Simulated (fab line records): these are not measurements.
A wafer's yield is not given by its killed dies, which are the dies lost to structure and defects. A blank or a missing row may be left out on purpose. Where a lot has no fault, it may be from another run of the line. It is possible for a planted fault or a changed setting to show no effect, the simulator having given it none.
2 desks looking at one fault | flow sky130 | only its own numbers are on each desk; what lay behind them is given at the end

== THE METROLOGY DESK ==
Lot by lot, what the gauges showed, no matter which tool ran the lot: averages of those sampled wafers that carry a number. Any lot whose mean is over 4 standard deviations away from the usual mean is out of limits and marked OUT; that distance is given in the brackets.
Columns: A = INCOMING_BOW at SKY_FIELD_ISO_BOW_MEAS_00, usual 0 um; B = FIELD_ISO_OXIDATION_00_THK at SKY_FIELD_ISO_THK_MEAS_02, usual 11.93 nm; C = FIELD_ISO_CVD_03_THK at SKY_FIELD_ISO_THK_MEAS_04, usual 166.3 nm; D = cd nm at SKY_FIELD_ISO_CD_MEAS_13, usual 149.8 nm
lot  | first seen here | A  | B     | C     | D
L243 | day 1 10:04     | -1 | 11.50 | 164.1 | 152.0
L244 | day 1 15:00     | -5 | 11.85 | 166.2 | 149.8
L252 | day 3 07:02     | 6  | 11.93 | 168.1 | 149.0
L254 | day 3 17:05     | 0  | 11.88 | 167.7 | 147.9
L257 | day 4 08:01     | -8 | 11.89 | 165.2 | 144.1 (-4.1) OUT
L259 | day 4 18:01     | -1 | 11.71 | 165.9 | 150.1
This desk's verdict: out of limits on L257, starting with L257 at day 5 06:17 (cd nm at SKY_FIELD_ISO_CD_MEAS_13). Within limits: L243, L244, L252, L254, L259.

== THE TOOL OWNER'S DESK: krf scanner-02 ==
The tool's own readings at SKY_FIELD_ISO_EXPOSE_10 (exposes mask FOM, target cd 150 nm): means of the sampled wafers that have a number, for each lot that ran on this tool. Any lot whose mean is over 4 standard deviations away from the usual mean is out of limits and marked OUT; that distance is given in the brackets.
Columns: A = exposure dose mJ cm2 at SKY_FIELD_ISO_EXPOSE_10, usual 27.989; B = focus offset nm at SKY_FIELD_ISO_EXPOSE_10, usual -0.1 nm
lot  | first seen here | A                 | B
L244 | day 2 18:24     | 27.973            | 0.4
L254 | day 4 04:56     | 27.855 (-5.0) OUT | 0.1
L257 | day 4 21:30     | 27.790 (-7.4) OUT | -0.5
This desk's verdict: out of limits on L254, L257, starting with L254 at day 4 04:56 (exposure dose mJ cm2 at SKY_FIELD_ISO_EXPOSE_10). Within limits: L244.

== BROUGHT TOGETHER ==
At day 4 04:56, on L254, L257, the tool owner's desk was in a position to raise an alarm.
The metrology desk could have raised an alarm at day 5 06:17, on L257.
The metrology desk has L254 on record, within its limits.
Of the lots named, all ran SKY_FIELD_ISO_EXPOSE_10 on krf scanner-02.

== WHAT THE SIMULATOR HAD INSERTED ==
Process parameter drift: krf scanner-02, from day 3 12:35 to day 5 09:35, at SKY_FIELD_ISO_EXPOSE_10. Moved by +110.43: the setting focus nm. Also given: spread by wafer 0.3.
Shown lots that were struck: L254, L257.
Fault start to first reading out of limits, in hours, per desk: tool owner, 16; metrology, 42.
